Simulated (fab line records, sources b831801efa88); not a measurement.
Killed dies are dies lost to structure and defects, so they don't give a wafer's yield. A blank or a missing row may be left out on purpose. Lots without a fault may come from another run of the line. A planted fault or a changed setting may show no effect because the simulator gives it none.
Chamber matching | flow gf180mcu | GF_V1_CMP_26 on cmp-01: 4 sister chambers
The step polishes, stops on SiO2, t overpolish 15 s, target thk 0 nm. 4 wafers are shown with their chamber, then 7 later ones without.

WAFERS WITH THEIR CHAMBER
wafer  | chamber | motor_current_A (A)
L807.2 | 2       | 11.0
L807.4 | 1       | 12.9
L808.2 | 3       | 10.3
L808.5 | 0       | 10.7

WAFERS WITHOUT THEIR CHAMBER
wafer  | motor_current_A (A)
L808.6 | 12.7
L823.3 | 11.6
L823.5 | 11.0
L823.6 | 11.5
L824.2 | 10.2
L824.3 | 13.4
L824.5 | 10.8

WHICH CHAMBER EACH WENT THROUGH
wafer  | from the rows above               | in truth
L808.6 | 1                                 | 1
L823.3 | can't be placed: 2 or 0 or 3 or 1 | 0
L823.5 | can't be placed: 2 or 0 or 3      | 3
L823.6 | can't be placed: 2 or 0 or 3      | 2
L824.2 | can't be placed: 3 or 0 or 2      | 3
L824.3 | 1                                 | 1
L824.5 | can't be placed: 0 or 2 or 3      | 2
Placed correctly: 2 of 7. Can't be placed from these rows: 5 (the true chamber is among the candidates in 5). Placed wrongly: 0.
How it was worked out, from the rows above alone: a wafer's distance from a chamber is the root of the sum, over the readings, of the square of ((its reading less the chamber's mean) divided by the reading's scatter). The wafer belongs to the nearest chamber; if the next one is less than 2 further off, it can't be placed. A chamber's mean is the mean of its shown wafers. The scatter: with one shown wafer a chamber, the root of the mean of the squares of how far each hidden wafer lies from its nearest shown one.
